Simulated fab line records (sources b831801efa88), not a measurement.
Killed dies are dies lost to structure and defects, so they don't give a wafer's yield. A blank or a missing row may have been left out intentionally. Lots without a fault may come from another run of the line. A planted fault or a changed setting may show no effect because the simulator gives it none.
fab line records	flow gf180mcu	part 1 of 2: steps 1 to 26 of 35
record: lots: 5	wafers: 15	lastDay: 34
route steps=602 shown MIM@508 M5@526 V5@540
lots untouched by any fault: they come from a run of this same line in which no faults occurred
startH: hours from the record's first day to the start of the lot's first wafer shown	waitH: hours from the lot's prior step to this one	" same as the row above	L1.1+2: several wafers, shown together as one row	- no value, or no start was given	* or withheld: withheld	< > ~ a bound
route shown NAME@n: a module of which the file shows steps, and the number in the route of the first	usual: average and standard deviation across the fault-free wafers	same: alike in all rows	chamber/n: place in a boat	sites: the reading at each site	_std_site: their standard deviation	_edge_site: mean of outer sites minus mean of inner sites	radiusMm: for every site, how far away it sits from the centre of the wafer	mask NAME#n: copy n	behind: the most recent tool/chamber to have shaped the wafer	hold: reason for holding the lot/hours on hold/outcome of the hold	device: names the non-switching transistor (n, p or np)	end of line: at the end of the route, the tests of the same wafers	a step with no rows: only its recipe	killed: count of dies lost to structure and defects at first sort (not the wafer's yield)	map: shows each die of a wafer: x if killed, . if not, _ if none is there
set.NAME: the run value of the setting; set.NAME@STEP: its run value at that earlier step	model.NAME: the simulator's own value behind a step, which no gauge read
certain route steps with their lots: each step a table, each wafer a row
services: when a tool's chamber went out of use (startH, in hours from the record's first day, below 0 if earlier), for how many hours, and the reason
== steps ==
step: GF_MIM_CVD_05
recipe: material: Si3N4	targetThkNm: 42	tempMaxC: 400	tempC: 385	timeS: 29.086	rfW: 450
usual: heaterPowerW: 672/110	tempMaxC: 399.99/0.22
lot.wafer	tool	chamber	startH	waitH	heaterPowerW	tempMaxC
L077.1	pecvd-03	2	593.60	0.0	625	399.90
L077.4	"	0	"	"	521	400.15
L077.6	"	2	"	"	630	400.09
L083.2	pecvd-02	1	639.76	0.0	808	399.76
L083.3	"	2	"	"	634	400.27
L083.4	"	1	"	"	782	399.90
L085.1	pecvd-01	1	655.06	0.0	693	399.88
L085.3	"	0	"	"	663	400.13
L085.6	"	1	"	"	720	399.63
L092.1	pecvd-02	1	700.26	0.0	779	399.98
L092.2	"	2	"	"	578	399.71
L092.5	"	2	"	"	581	399.66
L097.1	pecvd-01	2	728.36	0.0	594	399.88
L097.2	"	1	"	"	740	399.85
L097.6	"	1	"	"	699	399.85
step: GF_MIM_THK_MEAS_06
recipe: reads: Si3N4_of_MIM_CVD_05
usual: MIM_CVD_05_THK: 41.9/0.55
lot.wafer	tool	chamber	startH	waitH	MIM_CVD_05_THK[nm]
L077.1	filmMetro-03	-	593.63	0.0	41.8
L077.4	"	-	"	"	41.4
L077.6	"	-	"	"	42.2
L083.2	filmMetro-04	-	639.80	0.0	41.6
L083.3	"	-	"	"	41.1
L083.4	"	-	"	"	42.2
L085.1	filmMetro-03	-	655.09	0.0	41.0
L085.3	"	-	"	"	41.4
L085.6	"	-	"	"	42.0
L092.1	filmMetro-03	-	700.29	0.0	41.9
L092.2	"	-	"	"	41.4
L092.5	"	-	"	"	41.7
L097.1	filmMetro-04	-	728.39	0.0	40.6
L097.2	"	-	"	"	41.3
L097.6	"	-	"	"	42.0
step: GF_MIM_SPUTTER_07
recipe: material: TiN	targetThkNm: 60	powerW: 6500	timeS: 50	chamberPressurePa: 0.4
usual: cathodeDcPowerW: 6499.9/1.2	throttleValvePct: 29.5/0.66
lot.wafer	tool	chamber	startH	waitH	cathodeDcPowerW	throttleValvePct
L077.1	pvdSputter-02	-	593.69	0.1	6501.2	31.2
L077.4	"	-	"	"	6497.1	28.6
L077.6	"	-	"	"	6498.3	28.7
L083.2	pvdSputter-03	-	639.85	0.0	6500.8	29.6
L083.3	"	-	"	"	6499.7	28.5
L083.4	"	-	"	"	6499.4	29.6
L085.1	pvdSputter-01	-	655.15	0.1	6498.9	30.3
L085.3	"	-	"	"	6499.0	30.3
L085.6	"	-	"	"	6500.4	30.3
L092.1	pvdSputter-03	-	700.35	0.1	6499.9	29.7
L092.2	"	-	"	"	6500.3	28.7
L092.5	"	-	"	"	6500.5	28.9
L097.1	pvdSputter-03	-	728.45	0.1	6500.8	29.6
L097.2	"	-	"	"	6502.6	28.6
L097.6	"	-	"	"	6500.4	29.5
step: GF_MIM_SPUTTER_08
recipe: material: AlCu	targetThkNm: 200	powerW: 10600	timeS: 10.6	chamberPressurePa: 0.4
usual: cathodeDcPowerW: 10600/2	throttleValvePct: 29.5/0.63
lot.wafer	tool	chamber	startH	waitH	cathodeDcPowerW	throttleValvePct
L077.1	pvdSputter-02	-	593.74	0.0	10602	31.4
L077.4	"	-	"	"	10598	28.6
L077.6	"	-	"	"	10599	29.0
L083.2	pvdSputter-03	-	639.89	0.0	10600	29.4
L083.3	"	-	"	"	10602	28.6
L083.4	"	-	"	"	10599	29.2
L085.1	pvdSputter-01	-	655.19	0.0	10596	30.5
L085.3	"	-	"	"	10599	29.7
L085.6	"	-	"	"	10602	30.3
L092.1	pvdSputter-03	-	700.39	0.0	10597	29.6
L092.2	"	-	"	"	10600	28.9
L092.5	"	-	"	"	10601	28.9
L097.1	pvdSputter-03	-	728.49	0.0	10600	29.3
L097.2	"	-	"	"	10597	28.8
L097.6	"	-	"	"	10604	29.7
step: GF_MIM_SPUTTER_09
recipe: material: TiN	targetThkNm: 35	powerW: 6500	timeS: 29.2	chamberPressurePa: 0.4
usual: cathodeDcPowerW: 6499.9/1.1	throttleValvePct: 29.4/0.63
lot.wafer	tool	chamber	startH	waitH	cathodeDcPowerW	throttleValvePct
L077.1	pvdSputter-02	-	593.76	0.0	6500.4	31.5
L077.4	"	-	"	"	6500.1	28.7
L077.6	"	-	"	"	6499.6	28.7
L083.2	pvdSputter-03	-	639.92	0.0	6500.1	29.4
L083.3	"	-	"	"	6499.2	28.6
L083.4	"	-	"	"	6500.4	29.2
L085.1	pvdSputter-01	-	655.22	0.0	6498.4	30.3
L085.3	"	-	"	"	6499.1	30.2
L085.6	"	-	"	"	6500.3	30.5
L092.1	pvdSputter-03	-	700.42	0.0	6502.0	29.3
L092.2	"	-	"	"	6500.5	29.0
L092.5	"	-	"	"	6500.7	29.0
L097.1	pvdSputter-03	-	728.52	0.0	6502.8	29.4
L097.2	"	-	"	"	6499.8	28.7
L097.6	"	-	"	"	6500.5	29.5
step: GF_MIM_RS_MEAS_10
recipe: thkMeasGauge: four-point-probe	reads: TiN_of_MIM_SPUTTER_09+AlCu_of_MIM_SPUTTER_08+TiN_of_MIM_SPUTTER_07
usual: MIM_ALCU_RS: 0.1601/0.0016
lot.wafer	tool	chamber	startH	waitH	MIM_ALCU_RS[ohm/sq]
L077.1	filmMetro-02	-	593.79	0.0	0.1594
L077.4	"	-	"	"	0.1588
L077.6	"	-	"	"	0.1591
L083.2	filmMetro-03	-	639.97	0.0	0.1616
L083.3	"	-	"	"	0.1597
L083.4	"	-	"	"	0.1605
L085.1	filmMetro-02	-	655.25	0.0	0.1606
L085.3	"	-	"	"	0.1592
L085.6	"	-	"	"	0.1596
L092.1	filmMetro-02	-	700.45	0.0	0.1630
L092.2	"	-	"	"	0.1597
L092.5	"	-	"	"	0.1599
L097.1	filmMetro-04	-	728.55	0.0	0.1611
L097.2	"	-	"	"	0.1595
L097.6	"	-	"	"	0.1612
step: GF_MIM_THK_MEAS_11
recipe: thkMeasGauge: xrf	reads: AlCu_of_MIM_SPUTTER_08
usual: MIM_ALCU_THK: 196.6/2.1
lot.wafer	tool	chamber	startH	waitH	MIM_ALCU_THK[nm]
L077.1	filmMetro-02	-	593.91	0.1	195.9
L077.4	"	-	"	"	197.2
L077.6	"	-	"	"	196.5
L083.2	filmMetro-03	-	640.08	0.1	195.9
L083.3	"	-	"	"	197.7
L083.4	"	-	"	"	196.5
L085.1	filmMetro-02	-	655.37	0.1	194.9
L085.3	"	-	"	"	195.6
L085.6	"	-	"	"	194.9
L092.1	filmMetro-02	-	700.57	0.1	192.7
L092.2	"	-	"	"	195.1
L092.5	"	-	"	"	195.5
L097.1	filmMetro-04	-	728.67	0.1	195.7
L097.2	"	-	"	"	197.0
L097.6	"	-	"	"	195.7
step: GF_MIM_DEHYDRATE_12
recipe: tempC: 200	timeS: 60
usual: exhaustPa: 45.1/0.83
lot.wafer	tool	chamber	startH	waitH	exhaustPa
L077.1	lithoTrack-01	0	604.02	10.1	45.6
L077.4	"	0	"	"	46.9
L077.6	"	0	"	"	45.6
L083.2	lithoTrack-02	0	649.42	9.3	45.7
L083.3	"	0	"	"	44.4
L083.4	"	0	"	"	45.0
L085.1	lithoTrack-04	0	664.14	8.8	46.1
L085.3	"	0	"	"	45.4
L085.6	"	0	"	"	47.5
L092.1	lithoTrack-01	0	709.52	8.9	44.7
L092.2	"	0	"	"	43.4
L092.5	"	0	"	"	45.9
L097.1	lithoTrack-02	0	736.44	7.8	44.4
L097.2	"	0	"	"	45.0
L097.6	"	0	"	"	45.4
step: GF_MIM_HMDS_13
recipe: primeTimeS: 60	primeTempC: 120
usual: exhaustPa: 45.2/0.84
lot.wafer	tool	chamber	startH	waitH	exhaustPa
L077.1	lithoTrack-01	0	604.17	0.1	44.2
L077.4	"	0	"	"	45.6
L077.6	"	0	"	"	44.2
L083.2	lithoTrack-02	0	649.57	0.1	45.3
L083.3	"	0	"	"	44.8
L083.4	"	0	"	"	44.7
L085.1	lithoTrack-04	0	664.29	0.1	46.1
L085.3	"	0	"	"	45.1
L085.6	"	0	"	"	44.3
L092.1	lithoTrack-01	0	709.67	0.1	46.2
L092.2	"	0	"	"	45.5
L092.5	"	0	"	"	46.0
L097.1	lithoTrack-02	0	736.59	0.1	46.1
L097.2	"	0	"	"	45.6
L097.6	"	0	"	"	46.2
step: GF_MIM_COAT_14
recipe: resist: NOVOLAK	spinRpm: 3000	resistThkNm: 1000
usual: exhaustPa: 44.7/0.92
lot.wafer	tool	chamber	startH	waitH	exhaustPa
L077.1	lithoTrack-01	0	604.32	0.1	44.7
L077.4	"	0	"	"	44.8
L077.6	"	0	"	"	46.2
L083.2	lithoTrack-02	0	649.72	0.1	45.8
L083.3	"	0	"	"	45.2
L083.4	"	0	"	"	46.2
L085.1	lithoTrack-04	0	664.44	0.1	44.3
L085.3	"	0	"	"	43.8
L085.6	"	0	"	"	44.3
L092.1	lithoTrack-01	0	709.82	0.1	44.9
L092.2	"	0	"	"	44.0
L092.5	"	0	"	"	45.6
L097.1	lithoTrack-02	0	736.74	0.1	44.0
L097.2	"	0	"	"	43.7
L097.6	"	0	"	"	44.1
step: GF_MIM_SOFTBAKE_15
recipe: tempC: 90	timeS: 60	resist: NOVOLAK
usual: exhaustPa: 45.1/0.83
lot.wafer	tool	chamber	startH	waitH	exhaustPa
L077.1	lithoTrack-01	0	604.47	0.1	46.9
L077.4	"	0	"	"	45.5
L077.6	"	0	"	"	44.5
L083.2	lithoTrack-02	0	649.87	0.1	45.8
L083.3	"	0	"	"	45.0
L083.4	"	0	"	"	45.8
L085.1	lithoTrack-04	0	664.59	0.1	45.8
L085.3	"	0	"	"	43.7
L085.6	"	0	"	"	44.7
L092.1	lithoTrack-01	0	709.97	0.1	45.7
L092.2	"	0	"	"	44.6
L092.5	"	0	"	"	46.1
L097.1	lithoTrack-02	0	736.89	0.1	45.0
L097.2	"	0	"	"	45.6
L097.6	"	0	"	"	44.4
step: GF_MIM_EXPOSE_16
recipe: maskId: FuseTop	targetCdNm: 2000	na: 0.6	sourceShape: conventional	sigmaOuter: 0.6	doseMj: 140
lot.wafer	tool	chamber	startH	waitH	mask
L077.1+4+6	ilineStepper-01	0	-	-	FuseTop#0
L083.2+3+4	ilineStepper-02	0	-	-	FuseTop#0
L085.1+3+6	ilineStepper-01	0	-	-	FuseTop#0
L092.1+2+5	ilineStepper-01	0	-	-	FuseTop#0
L097.1+2+6	ilineStepper-02	0	-	-	FuseTop#0
step: GF_MIM_PEB_17
recipe: tempC: withheld	timeS: *	resist: NOVOLAK
usual: exhaustPa: 44.9/0.9
lot.wafer	tool	chamber	startH	waitH	exhaustPa
L077.1	lithoTrack-02	0	-	-	43.8
L077.4	"	0	"	"	44.5
L077.6	"	0	"	"	44.7
L083.2	lithoTrack-01	0	-	-	45.3
L083.3	"	0	"	"	46.2
L083.4	"	0	"	"	46.4
L085.1	lithoTrack-02	0	-	-	45.1
L085.3	"	0	"	"	44.8
L085.6	"	0	"	"	45.3
L092.1	lithoTrack-04	0	-	-	44.7
L092.2	"	0	"	"	44.7
L092.5	"	0	"	"	44.2
L097.1	lithoTrack-01	0	-	-	45.2
L097.2	"	0	"	"	45.4
L097.6	"	0	"	"	45.0
step: GF_MIM_DEVELOP_18
recipe: developTimeS: 60	devTempC: 23
usual: exhaustPa: 45.0/0.93
lot.wafer	tool	chamber	startH	waitH	exhaustPa
L077.1	lithoTrack-02	0	614.74	0.1	45.3
L077.4	"	0	"	"	43.9
L077.6	"	0	"	"	45.3
L083.2	lithoTrack-01	0	658.90	0.1	43.5
L083.3	"	0	"	"	44.2
L083.4	"	0	"	"	45.3
L085.1	lithoTrack-02	0	674.19	0.1	44.6
L085.3	"	0	"	"	45.2
L085.6	"	0	"	"	45.4
L092.1	lithoTrack-04	0	718.64	0.1	43.4
L092.2	"	0	"	"	44.0
L092.5	"	0	"	"	43.8
L097.1	lithoTrack-01	0	745.57	0.1	45.4
L097.2	"	0	"	"	45.9
L097.6	"	0	"	"	45.7
step: GF_MIM_METAL_ETCH_19
recipe: chemistry: Cl2/BCl3	maskMaterial: NOVOLAK	stopOn: Si3N4	targetDepthNm: 324.5	pressureMtorr: 8	icpW: 800	biasW: 140	Cl2_flow_sccm: 80	bcl3FlowSccm: 40	timeS: 54.1
usual: bcl3FlowSccm: 39.99/0.11	drypumpMotorCurrentA: 5.95/0.21	oesProductAu: 0.941/0.0064	throttleValvePct: 28.283/0.0095
lot.wafer	tool	chamber	startH	waitH	bcl3FlowSccm	drypumpMotorCurrentA	oesProductAu	rfHoursCounterH	throttleValvePct
L077.1	rieMetal-02	0	614.89	0.1	40.08	6.08	0.936	1	28.288
L077.4	"	0	"	"	40.16	6.09	0.945	-	28.287
L077.6	"	0	"	"	40.14	6.08	0.948	-	28.266
L083.2	rieMetal-02	0	659.02	0.1	40.03	6.08	0.937	3	28.294
L083.3	"	0	"	"	39.96	6.07	0.938	-	28.269
L083.4	"	1	"	"	39.85	5.96	0.939	-	28.282
L085.1	rieMetal-01	0	674.34	0.1	39.83	5.71	0.937	7	28.286
L085.3	"	0	"	"	40.03	5.70	0.946	-	28.277
L085.6	"	0	"	"	39.90	5.73	0.937	-	28.273
L092.1	rieMetal-03	0	718.79	0.1	39.99	5.98	0.933	8	28.287
L092.2	"	1	"	"	40.06	6.19	0.944	0	28.299
L092.5	"	1	"	"	40.08	6.17	0.939	-	28.288
L097.1	rieMetal-02	0	745.72	0.1	40.06	6.06	0.943	6	28.284
L097.2	"	1	"	"	39.99	5.95	0.948	7	28.286
L097.6	"	1	"	"	39.82	5.95	0.938	-	28.288
step: GF_MIM_STRIP_20
recipe: chemistry: O2/N2	powerW: 1400	pressureMtorr: 1500	platenTempC: 250	o2FlowSccm: 3000	n2FlowSccm: 300	overashFraction: 0.5
usual: drypumpMotorCurrentA: 6.0/0.54	heaterPowerW: 363/48	o2FlowSccm: 3001/8.4	oesProductAu: 0.692/0.005	stripTimeToEndpointS: 11.21/0.042
lot.wafer	tool	chamber	startH	waitH	drypumpMotorCurrentA	heaterPowerW	o2FlowSccm	oesProductAu	rfHoursCounterH	stripTimeToEndpointS
L077.1	plasmaAsher-04	0	614.96	0.0	5.0	299	3001	0.699	20	11.21
L077.4	"	1	"	"	5.2	432	3002	0.689	-	11.21
L077.6	"	1	"	"	5.2	440	3003	0.680	-	11.18
L083.2	plasmaAsher-01	0	659.09	0.0	6.7	412	3005	0.697	102	11.26
L083.3	"	0	"	"	6.6	411	3009	0.694	-	11.23
L083.4	"	1	"	"	6.0	319	3015	0.693	-	11.17
L085.1	plasmaAsher-01	0	674.41	0.0	6.6	407	3008	0.697	104	11.22
L085.3	"	1	"	"	6.0	315	3004	0.690	-	11.26
L085.6	"	1	"	"	6.0	322	3007	0.689	-	11.24
L092.1	plasmaAsher-02	0	718.86	0.0	5.9	366	2992	0.688	94	11.24
L092.2	"	1	"	"	5.7	326	2996	0.690	94	11.20
L092.5	"	0	"	"	5.9	360	3001	0.692	-	11.22
L097.1	plasmaAsher-01	1	745.79	0.0	6.0	334	2999	0.698	0	11.26
L097.2	"	0	"	"	6.6	415	3003	0.696	0	11.19
L097.6	"	0	"	"	6.6	412	3002	0.695	-	11.18
step: GF_MIM_STRIP_21
recipe: chemistry: postEtchResidueRemover	timeS: 1200	tempC: 72.5
lot.wafer	tool	chamber	startH	waitH
L077.1+4+6	wetBench-01	1	615.06	0.1
L083.2+3+4	wetBench-04	0	659.25	0.1
L085.1+3+6	wetBench-03	0	674.51	0.1
L092.1+2+5	wetBench-01	1	718.96	0.1
L097.1+2+6	wetBench-04	3	745.89	0.1
step: GF_MIM_CLEAN_22
recipe: chemistry: DIW	dry: n2Spin
lot.wafer	tool	chamber	startH	waitH
L077.1+4+6	wetBench-04	1	615.41	0.0
L083.2+3+4	wetBench-01	1	659.59	0.0
L085.1+3+6	wetBench-04	0	674.85	0.0
L092.1+2+5	wetBench-03	3	719.30	0.0
L097.1+2+6	wetBench-03	2	746.23	0.0
step: GF_M5_DEHYDRATE_00
recipe: tempC: 200	timeS: 60
usual: exhaustPa: 45.2/0.97
lot.wafer	tool	chamber	startH	waitH	exhaustPa
L077.1	lithoTrack-03	0	625.37	9.9	45.0
L077.4	"	0	"	"	44.1
L077.6	"	0	"	"	44.4
L083.2	lithoTrack-01	0	668.70	9.0	45.0
L083.3	"	0	"	"	44.0
L083.4	"	0	"	"	44.0
L085.1	lithoTrack-04	0	684.49	9.5	44.4
L085.3	"	0	"	"	45.7
L085.6	"	0	"	"	43.8
L092.1	lithoTrack-01	0	727.47	8.1	46.0
L092.2	"	0	"	"	45.5
L092.5	"	0	"	"	45.3
L097.1	lithoTrack-01	0	754.12	7.8	44.8
L097.2	"	0	"	"	44.0
L097.6	"	0	"	"	45.5
step: GF_M5_HMDS_01
recipe: primeTimeS: 60	primeTempC: 120
usual: exhaustPa: 45.1/0.91
lot.wafer	tool	chamber	startH	waitH	exhaustPa
L077.1	lithoTrack-03	0	625.52	0.1	44.2
L077.4	"	0	"	"	43.6
L077.6	"	0	"	"	43.2
L083.2	lithoTrack-01	0	668.85	0.1	44.6
L083.3	"	0	"	"	45.2
L083.4	"	0	"	"	45.1
L085.1	lithoTrack-04	0	684.64	0.1	44.3
L085.3	"	0	"	"	44.9
L085.6	"	0	"	"	45.7
L092.1	lithoTrack-01	0	727.62	0.1	45.1
L092.2	"	0	"	"	44.5
L092.5	"	0	"	"	44.5
L097.1	lithoTrack-01	0	754.27	0.1	45.1
L097.2	"	0	"	"	45.7
L097.6	"	0	"	"	45.8
step: GF_M5_COAT_02
recipe: resist: KrF	spinRpm: withheld	resistThkNm: 1000
usual: exhaustPa: 45.1/0.96
lot.wafer	tool	chamber	startH	waitH	exhaustPa
L077.1	lithoTrack-03	0	625.67	0.1	45.5
L077.4	"	0	"	"	44.3
L077.6	"	0	"	"	43.6
L083.2	lithoTrack-01	0	669.00	0.1	45.7
L083.3	"	0	"	"	46.4
L083.4	"	0	"	"	45.9
L085.1	lithoTrack-04	0	684.79	0.1	44.8
L085.3	"	0	"	"	44.7
L085.6	"	0	"	"	43.2
L092.1	lithoTrack-01	0	727.77	0.1	47.4
L092.2	"	0	"	"	45.3
L092.5	"	0	"	"	45.5
L097.1	lithoTrack-01	0	754.42	0.1	45.5
L097.2	"	0	"	"	44.4
L097.6	"	0	"	"	44.4
step: GF_M5_SOFTBAKE_03
recipe: tempC: 130	timeS: 60	resist: KrF
usual: exhaustPa: 44.8/0.9
lot.wafer	tool	chamber	startH	waitH	exhaustPa
L077.1	lithoTrack-03	0	625.82	0.1	45.3
L077.4	"	0	"	"	44.7
L077.6	"	0	"	"	45.8
L083.2	lithoTrack-01	0	669.15	0.1	44.3
L083.3	"	0	"	"	44.7
L083.4	"	0	"	"	44.5
L085.1	lithoTrack-04	0	684.94	0.1	45.2
L085.3	"	0	"	"	44.1
L085.6	"	0	"	"	44.8
L092.1	lithoTrack-01	0	727.92	0.1	46.4
L092.2	"	0	"	"	45.2
L092.5	"	0	"	"	46.5
L097.1	lithoTrack-01	0	754.57	0.1	43.2
L097.2	"	0	"	"	44.8
L097.6	"	0	"	"	43.5
step: GF_M5_EXPOSE_04
recipe: maskId: Metal5	targetCdNm: 280	na: 0.68	sourceShape: conventional	sigmaOuter: 0.6	doseMj: 28
lot.wafer	tool	chamber	startH	waitH	mask
L077.1+4+6	krfScanner-02	0	-	-	Metal5#0
L083.2+3+4	krfScanner-02	0	-	-	Metal5#0
L085.1+3+6	krfScanner-02	0	-	-	Metal5#0
L092.1+2+5	krfScanner-02	0	-	-	Metal5#0
L097.1+2+6	krfScanner-02	0	-	-	Metal5#0
step: GF_M5_PEB_05
recipe: pebTempC: 135	pebTimeS: 90	resist: KrF
usual: exhaustPa: 44.9/0.79
lot.wafer	tool	chamber	startH	waitH	exhaustPa
L077.1	lithoTrack-03	0	-	-	43.5
L077.4	"	0	"	"	44.5
L077.6	"	0	"	"	43.3
L083.2	lithoTrack-03	0	-	-	46.4
L083.3	"	0	"	"	45.8
L083.4	"	0	"	"	46.2
L085.1	lithoTrack-04	0	-	-	46.1
L085.3	"	0	"	"	44.7
L085.6	"	0	"	"	44.9
L092.1	lithoTrack-01	0	-	-	43.9
L092.2	"	0	"	"	44.4
L092.5	"	0	"	"	43.7
L097.1	lithoTrack-01	0	-	-	45.6
L097.2	"	0	"	"	45.4
L097.6	"	0	"	"	44.8
step: GF_M5_DEVELOP_06
recipe: developTimeS: 60	devTempC: 21
usual: exhaustPa: 44.9/0.92
lot.wafer	tool	chamber	startH	waitH	exhaustPa
L077.1	lithoTrack-03	0	636.22	0.2	44.3
L077.4	"	0	"	"	44.8
L077.6	"	0	"	"	44.8
L083.2	lithoTrack-03	0	678.29	0.2	42.3
L083.3	"	0	"	"	43.5
L083.4	"	0	"	"	43.5
L085.1	lithoTrack-04	0	694.04	0.2	45.4
L085.3	"	0	"	"	45.1
L085.6	"	0	"	"	43.9
L092.1	lithoTrack-01	0	736.32	0.2	45.1
L092.2	"	0	"	"	46.6
L092.5	"	0	"	"	44.5
L097.1	lithoTrack-01	0	762.07	0.2	44.9
L097.2	"	0	"	"	44.6
L097.6	"	0	"	"	44.9
step: GF_M5_CD_MEAS_07
recipe: targetCdNm: 280
usual: cdNm: 279.9/1.3
lot.wafer	tool	chamber	startH	waitH	cdNm
L077.1	cdSem-01	-	636.46	0.2	280.4
L077.4	"	-	"	"	281.3
L077.6	"	-	"	"	281.4
L083.2	cdSem-01	-	678.44	0.1	279.8
L083.3	"	-	"	"	279.2
L083.4	"	-	"	"	279.5
L085.1	cdSem-01	-	694.19	0.1	277.8
L085.3	"	-	"	"	279.1
L085.6	"	-	"	"	279.2
L092.1	cdSem-01	-	736.47	0.1	280.6
L092.2	"	-	"	"	280.1
L092.5	"	-	"	"	279.5
L097.1	cdSem-01	-	762.22	0.1	278.3
L097.2	"	-	"	"	281.0
L097.6	"	-	"	"	280.2
